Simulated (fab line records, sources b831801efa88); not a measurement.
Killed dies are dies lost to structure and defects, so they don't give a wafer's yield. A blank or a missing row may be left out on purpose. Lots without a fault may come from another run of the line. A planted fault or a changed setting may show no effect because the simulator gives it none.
Which tool did it? | flow gf180mcu | 6 lots, 18 wafers sampled, at 4 steps of a route of 602

WHAT THE GAUGES READ, wafer by wafer
GF_M2_RS_MEAS_05: measures by four-point-probe.
lot  | measured     | on            | M2_ALCU_RS (ohm/sq)
L563 | day 19 14:24 | film_metro-03 | 0.0693 0.0703 0.0691
L568 | day 21 09:35 | film_metro-03 | 0.0604 0.0598 0.0598
L572 | day 22 19:56 | film_metro-04 | 0.0598 0.0604 0.0605
L578 | day 24 22:08 | film_metro-04 | 0.0704 0.0711 0.0698
L581 | day 25 15:02 | film_metro-04 | 0.0717 0.0708 0.0698
L583 | day 26 05:14 | film_metro-02 | 0.0709 0.0701 0.0706

WHICH TOOL RAN EACH LOT (tool, then ch and the chambers of the sampled wafers, then the start)
lot  | GF_CONTACT_CVD_24             | GF_M1_SPUTTER_04             | GF_M2_SPUTTER_02
L563 | cvd_w-02 ch 1, day 17 09:53   | pvd_sputter-01, day 17 10:48 | pvd_sputter-03, day 19 14:17
L568 | cvd_w-02 ch 0,1, day 19 05:19 | pvd_sputter-04, day 19 06:05 | pvd_sputter-01, day 21 09:30
L572 | cvd_w-02 ch 0,1, day 20 17:22 | pvd_sputter-03, day 20 18:09 | pvd_sputter-01, day 22 19:50
L578 | cvd_w-01 ch 0,1, day 22 21:34 | pvd_sputter-04, day 22 22:20 | pvd_sputter-03, day 24 22:02
L581 | cvd_w-02 ch 0,1, day 23 15:41 | pvd_sputter-04, day 23 16:26 | pvd_sputter-03, day 25 14:56
L583 | cvd_w-01 ch 0,1, day 24 06:55 | pvd_sputter-01, day 24 07:38 | pvd_sputter-01, day 26 05:07
- GF_CONTACT_CVD_24: deposits W, target thk 300 nm, time 90.339 s.
- GF_M1_SPUTTER_04: material TiN, target thk 50 nm, time 41.7 s.
- GF_M2_SPUTTER_02: material AlCu, target thk 450 nm, time 23.9 s.

THE ANSWER, worked out from the rows above alone
Rule: what is usual is taken from the lots themselves. Put in order of their means at a reading, lots are off if they are a third of the lots or fewer, leave a main group of 4 or more, and stand apart from it by a gap of 3 or more times the standard deviation of the main group's means; of several such gaps the widest counts. A main group whose means are all the same, to the digits that the tables above print for the reading, isn't used. A lot without any number at a reading at which 4 lots or more have one is off too. The other lots that the step has rows for count as sound.
Off: L568, L572, at GF_M2_RS_MEAS_05 (M2_ALCU_RS). The main group: mean 0.0703 ohm/sq, standard deviation 0.00045.
A tool fits if, at a process step before that reading, it ran every lot that is off, and no sound lot after the first of them. The gauges at GF_M2_RS_MEAS_05 are tried like those tools. None of those tried fits.

WHAT THE SIMULATOR HAD PUT IN
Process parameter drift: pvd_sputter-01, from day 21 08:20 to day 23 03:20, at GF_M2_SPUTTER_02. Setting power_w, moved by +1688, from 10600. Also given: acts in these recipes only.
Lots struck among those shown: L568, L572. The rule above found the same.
